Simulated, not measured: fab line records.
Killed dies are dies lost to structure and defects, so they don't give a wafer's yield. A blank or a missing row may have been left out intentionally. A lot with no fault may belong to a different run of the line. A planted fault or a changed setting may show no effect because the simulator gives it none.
A lot that was struck, set against a sound lot + flow sky130 + 17 steps out of a route of 708
Sound: the wafers L607.3, L607.5, L607.6. Struck: wafers L613.1, L613.3, L613.5. The cause comes at the end.
At each step with rows: each side's tool, then ch and its chambers, then its first start. Under that, the readings that differ: sound wafers + struck wafers + difference of the means + sigmas: that difference in standard deviations of wafers without a fault.
alike: same words and numbers on both sides, and readings whose means sit less than 2 such deviations apart. not compared: any withheld reading, any reading some wafer has no value for, any bound like >300 that may hide the same value, and any number with overlapping values for which the record gives no deviation.
Wherever a step has rows on one side only, a row that says differs or no value, or a row with sigmas, the two part there. Numbers that don't overlap but have no deviation are shown without sigmas and don't part them. A reading that every wafer of one side lacks parts them only if that side has two wafers or more.

SKY_SONOS_ONO_THK_MEAS_03:
  struck on film_metro-02, day 13 09:54; sound on film_metro-03, day 11 07:58
  alike: SONOS_ONO_CVD_02_THK
then, 1 step without rows for these wafers: SKY_SONOS_ONO_CVD_04 (deposits SiO2 from SiH4/N2O, target thk 5.7199 nm).
SKY_SONOS_ONO_THK_MEAS_05:
  struck on film_metro-03, day 13 11:13; sound on film_metro-02, day 11 09:16
  alike: SONOS_ONO_CVD_04_THK
then, 7 steps without rows for these wafers: SKY_SONOS_ONO_DEHYDRATE_06 (time 60 s); SKY_SONOS_ONO_HMDS_07 (prime time 60 s); SKY_SONOS_ONO_COAT_08 (resist thk 1140 nm); SKY_SONOS_ONO_SOFTBAKE_09 (time 60 s); SKY_SONOS_ONO_EXPOSE_10 (exposes mask ONOM, target cd 410 nm); SKY_SONOS_ONO_PEB_11; SKY_SONOS_ONO_DEVELOP_12 (develop time 60 s).
SKY_SONOS_ONO_CD_MEAS_13: the cd target is 410 nm.
  struck on cd_sem-02, day 14 12:40; sound on cd_sem-01, day 12 08:31
  alike: cd_nm
SKY_SONOS_ONO_OVL_MEAS_14:
  struck on overlay-01, day 14 12:47; sound on overlay-01, day 12 08:37
  alike: SONOS_ONO_OVL
SKY_SONOS_ONO_ETCH_15: etches the open film in CHF3/O2, target depth 19.52 nm, time 7.8 s.
  sound on rie_diel-02 ch 0,1, day 12 08:38; struck on rie_diel-02 ch 0,2,3, day 14 12:50
  no value came back on the struck wafers for any of 5 readings (O2_flow_sccm (sccm), bias_w (W) and others); on the sound wafers O2_flow_sccm (sccm) reads 4.983 5.011 5.034
| reading                                        | sound             | struck            | difference | sigmas |
|------------------------------------------------|-------------------|-------------------|------------|--------|
| model.NOVOLAK_of_SONOS_ONO_COAT_08.thk_nm (nm) | 1122 1120 1124    | 1134 1135 1134    | +12        |        |
| model.SiO2_of_FIELD_ISO_CVD_24.thk_nm (nm)     | 399 398.7 398.2   | 403.6 401.2 402.7 | +3.9       |        |
| model.SiO2_of_NWELL_OXIDATION_01.thk_nm (nm)   | 5.986 5.826 5.657 | 8.934 8.817 8.808 | +3.030     |        |
  not compared: rf_hours_counter_h
then, 1 step without rows for these wafers: SKY_SONOS_ONO_WET_ETCH_16 (etches SiO2 in dHF, target depth 14 nm, time 280 s).
SKY_SONOS_ONO_STRIP_17: strips in O2/N2.
  sound on plasma_asher-03 ch 0,1, day 12 08:47; struck on plasma_asher-03 ch 0,1, day 14 12:56
  alike: drypump_motor_current_A, oes_product_au, strip_time_to_endpoint_s
  not compared: rf_hours_counter_h
SKY_SONOS_ONO_WET_ETCH_18: etches Si3N4 in H3PO4, target depth 15 nm, time 172 s.
  sound on wet_bench-01 ch 0, day 12 08:51; struck on wet_bench-01 ch 0, day 14 13:02
| reading                                    | sound             | struck          | difference | sigmas |
|--------------------------------------------|-------------------|-----------------|------------|--------|
| model.SiO2_of_FIELD_ISO_CVD_24.thk_nm (nm) | 383.4 383.2 382.6 | 388 385.7 387.2 | +4         |        |
  alike: bath_guard_temp_C, bath_heat_duty_pct
-- record jumps: 33 days separate the struck wafers' starts on either side; left off in module SONOS_ONO, taken up again in module PAD_OPEN, whose first shown step is the route's number 708 --
SKY_PAD_OPEN_PROBE_99:
  struck on prober-01, day 47 03:01; sound on prober-02, day 45 05:49
| reading             | sound    | struck      | difference | sigmas      |
|---------------------|----------|-------------|------------|-------------|
| killed_at_front_end | 10 13 16 | 412 425 412 | +403       | +99 or more |
| killed_dies         | 74 79 94 | 492 492 492 | +410       | +43         |
| killed_on_rim       | 14 12 24 | 96 96 96    | +79        | +20         |
  alike: killed_at_M0_to_M3, killed_at_M4_up, killed_at_contacts, killed_at_other, killed_open, killed_short

## WHERE THEY PART
At SKY_SONOS_ONO_ETCH_15 first; at SKY_PAD_OPEN_PROBE_99 last (within this record only).

WHY: whatever the simulator had introduced
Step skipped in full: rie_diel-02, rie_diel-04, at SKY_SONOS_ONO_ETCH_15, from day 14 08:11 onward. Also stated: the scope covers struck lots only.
